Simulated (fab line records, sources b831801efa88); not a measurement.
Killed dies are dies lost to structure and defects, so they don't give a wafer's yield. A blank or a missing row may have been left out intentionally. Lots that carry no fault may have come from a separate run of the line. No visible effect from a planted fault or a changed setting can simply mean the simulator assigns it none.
8D (eight disciplines) problem report, filled in by code :: flow sky130 :: the parts of the form that need people (team, actions taken, sign-off) are left out

## 1. WHAT WENT WRONG
Wafers with no fault read 91.0 s with a standard deviation of 0.33, whereas run-length-s at SKY_CAP2M_METAL_ETCH_13 reads a mean of 87.0 s on 1 wafer of 1 lot. That puts it -12 standard deviations away from the usual mean.
The step: etches TiN in Cl2/BCl3, stops on SiO2, target depth 220 nm, time 62.9 s.
Earliest sighting: wafer L951.6 on rie-metal-04 at day 46 02:33. At this step, 14 wafers from 5 lots have a number in the record. Rule for "out", or "out of limits": more than 4 standard deviations from the usual mean. The other wafers with a number count as sound.

## 2. WHAT IT IS AND WHAT IT IS NOT
question: which readings at this step
is: run-length-s, oes-product-au
is not: bcl3-flow-sccm, drypump-motor-current-A, mfc-cl2-sccm

question: which lots
is: L951
is not: L939, L940, L957, L958

question: which wafers of those lots
is: L951.6
is not: L951.3

question: read on which tools
is: rie-metal-04
is not: rie-metal-01, rie-metal-02

question: when
is: from day 46 02:33
is not: up to then (7 sound wafers); but 6 sound wafers of L957, L958 came after

## 3. THE SUSPECTS, EACH WITH WHAT RULES IT OUT
Counting: a tool at a process step up to the reading stays a suspect if it ran every lot that is out. Sound lots after the first of them don't rule it out here, since some wafers of a struck lot are sound.
- pvd-sputter-01 at SKY_CAP2M_SPUTTER_02 (material TiN, target thk 200 nm, time 166.7 s): kept. It ran the lot that is out, L951 (day 45 05:58).
- rie-metal-04 at SKY_CAP2M_METAL_ETCH_13 (etches TiN in Cl2/BCl3, stops on SiO2, target depth 220 nm, time 62.9 s): kept. It processed L951, the lot that is out, at day 46 02:33, and its most recent sound lot before then was L940 at day 41 20:01. Its own readings are out on those wafers: oes-product-au, run-length-s.
- At SKY_CAP2M_METAL_ETCH_13 on rie-metal-04, chamber 0 took the sound wafers of the same lots and chamber 1 took the wafers that are out.
Remaining after the count are pvd-sputter-01 at SKY_CAP2M_SPUTTER_02 and rie-metal-04 at SKY_CAP2M_METAL_ETCH_13.

## 4. THE CAUSE (what the simulator had put in)
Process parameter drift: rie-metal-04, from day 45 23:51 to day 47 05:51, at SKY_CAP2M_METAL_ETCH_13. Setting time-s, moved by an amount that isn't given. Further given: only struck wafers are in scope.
After counting, 2 suspects remain, this tool included.

## 5. THE EFFECT CHAIN, in route order
Rows list readings where the struck wafers' mean (over those with a number) sits beyond 3 standard deviations from the usual. Only readings whose record carries a usual standard deviation are examined. hours: median over the lots of the time between each lot's start at the first step of this table that gives one and its start at this step. sigmas: the change, counted in usual standard deviations.
hours: 0
step: SKY_CAP2M_METAL_ETCH_13
reading: oes-product-au
usual: 0.940 a.u.
on struck wafers: 0.996
change: +0.056
sigmas: +7.1

hours: 0
step: SKY_CAP2M_METAL_ETCH_13
reading: run-length-s
usual: 91.0 s
on struck wafers: 87.0
change: -4.0
sigmas: -12
It contains these process steps:
- SKY_CAP2M_METAL_ETCH_13: etches TiN in Cl2/BCl3, stops on SiO2, target depth 220 nm, time 62.9 s.
Readings that are blank on the struck wafers while sound wafers have them: bias-w at SKY_CAP2M_METAL_ETCH_13.

## 6. WHAT WOULD HAVE CAUGHT IT SOONER
3 hours passed between the start of the fault at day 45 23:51 and the first reading out of limits in this record, taken at day 46 02:33.
